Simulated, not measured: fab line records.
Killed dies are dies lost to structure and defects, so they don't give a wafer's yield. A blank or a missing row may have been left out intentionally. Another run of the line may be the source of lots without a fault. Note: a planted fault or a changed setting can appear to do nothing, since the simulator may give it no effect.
fab line records ; flow sky130
record: lots: 12; wafers: 36; lastDay: 50
route steps=708 shown VT_ADJUST_HVTP@93 GATE_OXIDE@189 POLY_GATE@235 LDD_N@245 PAD_OPEN@708
lots untouched by any fault: they come from a run of this same line in which no faults occurred
startH: hours from the record's first day to the start of the lot's first wafer shown ; waitH: hours elapsed since this lot's preceding step ; " same as the row above ; L1.1+2: a row that stands for several wafers ; - no value, or no start was given ; * or withheld: withheld ; < > ~ a bound
route shown NAME@n: names a module that has steps shown in the file, with the first one's number in the route ; usual: average and standard deviation across the fault-free wafers ; same: alike in all rows ; chamber/n: place in a boat ; sites: per-site readings ; _std_site: how widely they spread, as a standard deviation ; _edge_site: inner sites' mean taken away from outer sites' mean ; radiusMm: how far each site lies from the wafer's centre ; mask NAME#n: copy n ; behind: the tool/chamber that last shaped the wafer ; hold: what put the lot on hold/how long, in hours/how the hold closed ; device: the n, p or np transistor that did not switch ; end of line: the tests these same wafers got at the end of their route ; a step with no rows: only its recipe ; killed: count of dies lost to structure and defects at first sort (not the wafer's yield) ; map: shows each die of a wafer: x if killed, . if not, _ if none is there
set.NAME: the run value of the setting; set.NAME@STEP: its run value at that earlier step ; model.NAME: the simulator's own value behind a step, which no gauge read
one table for each step of the route and one row for each wafer, over a sample of lots
services: a tool's chamber out of use, with start hour (startH, from the record's first day; less than 0 if before it), hours out, and reason
== steps ==
step: SKY_VT_ADJUST_HVTP_OVL_MEAS_08
usual: VT_ADJUST_HVTP_OVL: 0.1/1.3
lot.wafer;tool;chamber;startH;waitH;VT_ADJUST_HVTP_OVL[nm]
L136.1;overlay-02;-;146.32;0.1;0.9
L136.2;overlay-02;-;146.32;0.1;1.8
L136.5;overlay-02;-;146.32;0.1;1.7
L140.1;overlay-02;-;164.18;0.1;0.4
L140.3;overlay-02;-;164.18;0.1;-1.7
L140.4;overlay-02;-;164.18;0.1;-3.0
L141.3;overlay-01;-;167.44;0.1;-0.4
L141.4;overlay-01;-;167.44;0.1;0.7
L141.6;overlay-01;-;167.44;0.1;-0.5
L142.1;overlay-01;-;180.02;0.1;-1.2
L142.2;overlay-01;-;180.02;0.1;0.5
L142.4;overlay-01;-;180.02;0.1;-0.6
L143.1;overlay-02;-;180.53;0.1;0.6
L143.2;overlay-02;-;180.53;0.1;-1.3
L143.6;overlay-02;-;180.53;0.1;0.1
L144.4;overlay-01;-;186.22;0.1;0.3
L144.5;overlay-01;-;186.22;0.1;-0.6
L144.6;overlay-01;-;186.22;0.1;0.2
L150.3;overlay-02;-;225.26;0.1;-0.7
L150.4;overlay-02;-;225.26;0.1;-0.2
L150.6;overlay-02;-;225.26;0.1;0.2
L151.1;overlay-01;-;229.55;0.1;0.0
L151.2;overlay-01;-;229.55;0.1;-0.1
L151.5;overlay-01;-;229.55;0.1;1.6
L152.1;overlay-02;-;234.78;0.1;-1.4
L152.2;overlay-02;-;234.78;0.1;-2.1
L152.5;overlay-02;-;234.78;0.1;0.9
L153.1;overlay-01;-;248.50;0.1;-1.3
L153.3;overlay-01;-;248.50;0.1;1.0
L153.4;overlay-01;-;248.50;0.1;1.6
L156.2;overlay-02;-;263.58;0.1;-1.2
L156.3;overlay-02;-;263.58;0.1;-0.8
L156.5;overlay-02;-;263.58;0.1;-1.5
L157.1;overlay-02;-;267.12;0.1;-1.1
L157.3;overlay-02;-;267.12;0.1;-3.2
L157.6;overlay-02;-;267.12;0.1;0.4
step: SKY_GATE_OXIDE_THK_MEAS_02
recipe: reads: SiO2_of_GATE_OXIDE_OXIDATION_01
usual: GATE_OXIDE_OXIDATION_00_THK: 9.25/0.24
lot.wafer;tool;chamber;startH;waitH;GATE_OXIDE_OXIDATION_00_THK[nm]
L136.1;filmMetro-03;-;312.52;0.0;9.39
L136.2;filmMetro-03;-;312.52;0.0;9.41
L136.5;filmMetro-03;-;312.52;0.0;9.18
L140.1;filmMetro-03;-;333.44;0.0;9.14
L140.3;filmMetro-03;-;333.44;0.0;9.11
L140.4;filmMetro-03;-;333.44;0.0;9.10
L141.3;filmMetro-02;-;339.27;0.0;9.28
L141.4;filmMetro-02;-;339.27;0.0;9.42
L141.6;filmMetro-02;-;339.27;0.0;9.27
L142.1;filmMetro-03;-;360.88;0.0;9.47
L142.2;filmMetro-03;-;360.88;0.0;9.45
L142.4;filmMetro-03;-;360.88;0.0;9.36
L143.1;filmMetro-02;-;360.88;0.0;8.86
L143.2;filmMetro-02;-;360.88;0.0;9.06
L143.6;filmMetro-02;-;360.88;0.0;8.80
L144.4;filmMetro-04;-;370.78;0.0;9.15
L144.5;filmMetro-04;-;370.78;0.0;9.33
L144.6;filmMetro-04;-;370.78;0.0;9.10
L151.1;filmMetro-02;-;422.49;0.0;9.01
L151.2;filmMetro-02;-;422.49;0.0;8.95
L151.5;filmMetro-02;-;422.49;0.0;8.76
L150.3;filmMetro-04;-;422.50;0.0;9.12
L150.4;filmMetro-04;-;422.50;0.0;9.10
L150.6;filmMetro-04;-;422.50;0.0;9.14
L152.1;filmMetro-03;-;424.21;0.0;9.58
L152.2;filmMetro-03;-;424.21;0.0;9.46
L152.5;filmMetro-03;-;424.21;0.0;9.65
L153.1;filmMetro-04;-;443.48;0.0;9.08
L153.3;filmMetro-04;-;443.48;0.0;8.95
L153.4;filmMetro-04;-;443.48;0.0;9.24
L156.2;filmMetro-03;-;463.32;0.0;9.02
L156.3;filmMetro-03;-;463.32;0.0;9.13
L156.5;filmMetro-03;-;463.32;0.0;9.08
L157.1;filmMetro-04;-;465.49;0.0;9.25
L157.3;filmMetro-04;-;465.49;0.0;9.01
L157.6;filmMetro-04;-;465.49;0.0;9.09
step: SKY_POLY_GATE_THK_MEAS_21
recipe: reads: SiO2_of_POLY_GATE_OXIDATION_20
usual: POLY_GATE_OXIDATION_THK: 3.97/0.075
lot.wafer;tool;chamber;startH;waitH;POLY_GATE_OXIDATION_THK[nm]
L136.1;filmMetro-01;-;404.69;0.0;3.98
L136.2;filmMetro-01;-;404.69;0.0;3.92
L136.5;filmMetro-01;-;404.69;0.0;3.86
L140.1;filmMetro-04;-;432.19;0.0;3.94
L140.3;filmMetro-04;-;432.19;0.0;3.97
L140.4;filmMetro-04;-;432.19;0.0;4.00
L141.3;filmMetro-03;-;442.09;0.0;4.01
L141.4;filmMetro-03;-;442.09;0.0;3.94
L141.6;filmMetro-03;-;442.09;0.0;3.97
L142.1;filmMetro-01;-;459.16;0.0;4.09
L142.2;filmMetro-01;-;459.16;0.0;4.08
L142.4;filmMetro-01;-;459.16;0.0;4.09
L143.1;filmMetro-03;-;459.19;0.0;3.82
L143.2;filmMetro-03;-;459.19;0.0;3.81
L143.6;filmMetro-03;-;459.19;0.0;3.86
L144.4;filmMetro-04;-;466.77;0.0;3.91
L144.5;filmMetro-04;-;466.77;0.0;3.93
L144.6;filmMetro-04;-;466.77;0.0;3.93
L152.1;filmMetro-03;-;537.65;0.0;3.93
L152.2;filmMetro-03;-;537.65;0.0;4.00
L152.5;filmMetro-03;-;537.65;0.0;3.85
L151.1;filmMetro-03;-;539.25;0.0;4.02
L151.2;filmMetro-03;-;539.25;0.0;4.07
L151.5;filmMetro-03;-;539.25;0.0;4.08
L150.3;filmMetro-04;-;539.27;0.0;3.96
L150.4;filmMetro-04;-;539.27;0.0;4.05
L150.6;filmMetro-04;-;539.27;0.0;4.03
L153.1;filmMetro-03;-;544.69;0.0;4.01
L153.3;filmMetro-03;-;544.69;0.0;3.97
L153.4;filmMetro-03;-;544.69;0.0;4.02
L156.2;filmMetro-04;-;561.80;0.0;3.87
L156.3;filmMetro-04;-;561.80;0.0;3.87
L156.5;filmMetro-04;-;561.80;0.0;3.85
L157.1;filmMetro-03;-;563.44;0.0;3.99
L157.3;filmMetro-03;-;563.44;0.0;3.92
L157.6;filmMetro-03;-;563.44;0.0;4.02
step: SKY_LDD_N_IMPLANT_08
recipe: species: As; energyKev: 20; doseCm2: 7.338e+13; tiltDeg: withheld; rotationDeg: 23
lot.wafer;tool;chamber;startH;waitH
L136.1+2+5;implanter-02;0;435.79;0.0
L140.1+3+4;implanter-02;0;463.55;0.0
L140.1+3+4;implanter-02;0;463.86;0.3
L141.3+4+6;implanter-03;0;473.19;0.1
L142.1+2+4;implanter-02;0;490.25;0.0
L142.1+2+4;implanter-02;0;490.56;0.3
L143.1+2+6;implanter-04;0;490.29;0.0
L144.4+5+6;implanter-03;0;497.81;0.1
L152.1+2+5;implanter-04;0;566.50;0.0
L150.3+4+6;implanter-04;0;568.35;0.1
L151.1+2+5;implanter-02;0;568.74;0.0
L151.1+2+5;implanter-02;0;569.06;0.3
L153.1+3+4;implanter-03;0;573.30;0.0
L156.2+3+5;implanter-02;0;591.43;0.0
L157.1+3+6;implanter-04;0;592.94;0.0
step: SKY_LDD_N_STRIP_16
recipe: chemistry: O2/N2; powerW: 1400; pressureMtorr: 1500; platenTempC: withheld; o2FlowSccm: 3000; n2FlowSccm: 300; overashFraction: 0.5
usual: drypumpMotorCurrentA: 5.7/0.42; oesProductAu: 0.407/0.0047; stripTimeToEndpointS: 4.302/0.015
lot.wafer;tool;chamber;startH;waitH;drypumpMotorCurrentA;oesProductAu;rfHoursCounterH;stripTimeToEndpointS
L136.1;plasmaAsher-03;0;436.99;0.1;5.3;0.414;28;4.308
L136.2;plasmaAsher-03;1;436.99;0.1;5.4;0.406;28;4.315
L136.5;plasmaAsher-03;0;436.99;0.1;5.3;0.410;-;4.297
L140.1;plasmaAsher-03;1;465.06;0.1;5.4;0.408;31;4.521
L140.3;plasmaAsher-03;0;465.06;0.1;5.3;0.406;-;4.540
L140.4;plasmaAsher-03;1;465.06;0.1;5.4;0.408;-;4.518
L141.3;plasmaAsher-01;0;474.38;0.1;6.2;0.410;-;4.296
L141.4;plasmaAsher-01;1;474.38;0.1;5.7;0.407;-;4.294
L141.6;plasmaAsher-01;0;474.38;0.1;6.1;0.401;-;4.291
L143.1;plasmaAsher-01;1;491.49;0.1;5.6;0.410;70;4.302
L143.2;plasmaAsher-01;0;491.49;0.1;6.2;0.408;70;4.325
L143.6;plasmaAsher-01;1;491.49;0.1;5.6;0.412;-;4.318
L142.1;plasmaAsher-03;0;491.76;0.1;5.3;0.412;34;4.492
L142.2;plasmaAsher-03;1;491.76;0.1;5.4;0.411;34;4.503
L142.4;plasmaAsher-03;1;491.76;0.1;5.4;0.405;-;4.497
L144.4;plasmaAsher-01;0;498.97;0.1;6.2;0.411;-;4.289
L144.5;plasmaAsher-01;0;498.97;0.1;6.2;0.405;-;4.317
L144.6;plasmaAsher-01;1;498.97;0.1;5.6;0.403;-;4.295
L152.1;plasmaAsher-01;1;567.70;0.1;5.6;0.403;78;4.314
L152.2;plasmaAsher-01;0;567.70;0.1;6.1;0.397;78;4.292
L152.5;plasmaAsher-01;1;567.70;0.1;5.6;0.397;-;4.285
L150.3;plasmaAsher-01;0;569.53;0.1;6.2;0.420;-;4.311
L150.4;plasmaAsher-01;1;569.53;0.1;5.7;0.400;-;4.311
L150.6;plasmaAsher-01;0;569.53;0.1;6.1;0.403;-;4.289
L151.1;plasmaAsher-03;1;570.26;0.1;5.4;0.404;41;4.497
L151.2;plasmaAsher-03;0;570.26;0.1;5.3;0.401;41;4.478
L151.5;plasmaAsher-03;1;570.26;0.1;5.5;0.400;-;4.494
L153.1;plasmaAsher-01;0;574.50;0.1;6.2;0.412;79;4.308
L153.3;plasmaAsher-01;1;574.50;0.1;5.6;0.407;-;4.321
L153.4;plasmaAsher-01;0;574.50;0.1;6.1;0.414;-;4.290
L156.2;plasmaAsher-01;0;592.60;0.1;6.2;0.402;80;4.279
L156.3;plasmaAsher-01;0;592.60;0.1;6.2;0.396;-;4.293
L156.5;plasmaAsher-01;1;592.60;0.1;5.6;0.401;-;4.282
L157.1;plasmaAsher-04;1;594.14;0.1;4.8;0.416;16;4.292
L157.3;plasmaAsher-04;1;594.14;0.1;4.8;0.406;-;4.309
L157.6;plasmaAsher-04;0;594.14;0.1;6.2;0.410;-;4.275
step: SKY_LDD_N_TW_MEAS_17
usual: LDD_N_TW: 2587/31
lot.wafer;tool;chamber;startH;waitH;LDD_N_TW
L136.1;filmMetro-02;-;437.09;0.1;2551
L136.2;filmMetro-02;-;437.09;0.1;2548
L136.5;filmMetro-02;-;437.09;0.1;2569
L140.1;filmMetro-03;-;465.16;0.1;2725
L140.3;filmMetro-03;-;465.16;0.1;2716
L140.4;filmMetro-03;-;465.16;0.1;2727
L141.3;filmMetro-02;-;474.46;0.1;2523
L141.4;filmMetro-02;-;474.46;0.1;2532
L141.6;filmMetro-02;-;474.46;0.1;2524
L143.1;filmMetro-01;-;491.59;0.1;2553
L143.2;filmMetro-01;-;491.59;0.1;2570
L143.6;filmMetro-01;-;491.59;0.1;2566
L142.1;filmMetro-02;-;491.86;0.1;2657
L142.2;filmMetro-02;-;491.86;0.1;2647
L142.4;filmMetro-02;-;491.86;0.1;2664
L144.4;filmMetro-01;-;499.07;0.1;2546
L144.5;filmMetro-01;-;499.07;0.1;2568
L144.6;filmMetro-01;-;499.07;0.1;2564
L152.1;filmMetro-03;-;567.80;0.1;2615
L152.2;filmMetro-03;-;567.80;0.1;2615
L152.5;filmMetro-03;-;567.80;0.1;2591
L150.3;filmMetro-03;-;569.62;0.1;2593
L150.4;filmMetro-03;-;569.62;0.1;2605
L150.6;filmMetro-03;-;569.62;0.1;2620
L151.1;filmMetro-03;-;570.40;0.1;2716
L151.2;filmMetro-03;-;570.40;0.1;2722
L151.5;filmMetro-03;-;570.40;0.1;2709
L153.1;filmMetro-03;-;574.60;0.1;2602
L153.3;filmMetro-03;-;574.60;0.1;2604
L153.4;filmMetro-03;-;574.60;0.1;2616
L156.2;filmMetro-03;-;592.71;0.1;2627
L156.3;filmMetro-03;-;592.71;0.1;2635
L156.5;filmMetro-03;-;592.71;0.1;2628
L157.1;filmMetro-02;-;594.24;0.1;2568
L157.3;filmMetro-02;-;594.24;0.1;2561
L157.6;filmMetro-02;-;594.24;0.1;2556
step: SKY_PAD_OPEN_PROBE_99
usual: killed_at_M0_to_M3: 43/7.1; killed_at_M4_up: 3.0/1.6; killedAtContacts: 24/5.3; killedAtFrontEnd: 16/4.1; killedAtOther: 0.5/0.82; killedDies: 86/9.4; killedOpen: 46/6.9; killedShort: 39/6.5
same: grossDies: 492; killedAtBackSide: 0
lot.wafer;tool;chamber;startH;waitH;killed_at_M0_to_M3;killed_at_M4_up;killedAtContacts;killedAtFrontEnd;killedAtOther;killedDies;killedOpen;killedShort
L151.1;prober-02;-;1181.52;0.1;44;2;16;17;0;79;37;42
L151.2;prober-02;-;1181.57;0.1;56;3;35;15;0;109;56;53
killed by level:class
L151.1 VIA1:geometricParticle:short=8 VIA1:geometricParticle:open=7 METAL2:geometricParticle:short=6 VIA2:geometricParticle:open=6 CONTACT:geometricParticle:open=5 METAL1:geometricParticle:short=5 LI_CONTACT:geometricParticle:open=4 FIELD_ISO:geometricParticle:short=3
L151.2 CONTACT:geometricParticle:open=15 VIA1:geometricParticle:open=11 LI_CONTACT:geometricParticle:open=9 VIA1:geometricParticle:short=9 VIA3:geometricParticle:open=9 METAL1:geometricParticle:short=7 FIELD_ISO:geometricParticle:short=6 CONTACT:geometricParticle:short=5
== services ==
tool;chamber;startH;hours;kind
plasmaAsher-04;-;421.25;9.0;pm
plasmaAsher-04;0;421.25;9.0;ventCycle
plasmaAsher-04;1;421.25;9.0;ventCycle
implanter-04;-;427.07;5.4;pm
plasmaAsher-04;0;430.25;-;clean
plasmaAsher-04;1;430.25;-;clean
implanter-04;-;432.50;3.7;repair
implanter-03;-;477.59;15.1;repair
plasmaAsher-03;-;503.19;2.9;repair
implanter-03;-;516.45;2.8;pm
plasmaAsher-04;-;523.43;1.3;repair
implanter-02;-;546.29;1.4;repair
implanter-02;-;570.28;3.7;pm
plasmaAsher-01;-;581.99;2.8;pm
implanter-03;-;591.04;3.4;repair
== key ==
firstSign: step: SKY_LDD_N_IMPLANT_08; reading: visit; direction: added
effect: step: SKY_LDD_N_STRIP_16; reading: stripTimeToEndpointS; direction: up; sigmas: 13; usual: *; struck: *
effect: step: SKY_LDD_N_TW_MEAS_17; reading: LDD_N_TW; direction: up; sigmas: 3.6; usual: 2587; struck: 2698
metAt SKY_LDD_N_IMPLANT_08
struckLots L140,L142,L151
testerLeftOut L140,L142,L151
notActingAt SKY_VT_ADJUST_HVTP_OVL_MEAS_08,SKY_GATE_OXIDE_THK_MEAS_02,SKY_POLY_GATE_THK_MEAS_21
fault: kind: repeatedStepWhole; tool: implanter-02,implanter-03,implanter-04; chamber: -; onsetH: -; steps: SKY_LDD_N_IMPLANT_08; times: 1; scope: struckLotsOnly
testerLeftOut: of these lots the tester's yield and bins aren't shown, on N5 and GAA mostly nor the transistor test; their killed dies are dies lost to structure and defects alone, not to doping, threshold or leakage, so they don't give the yield
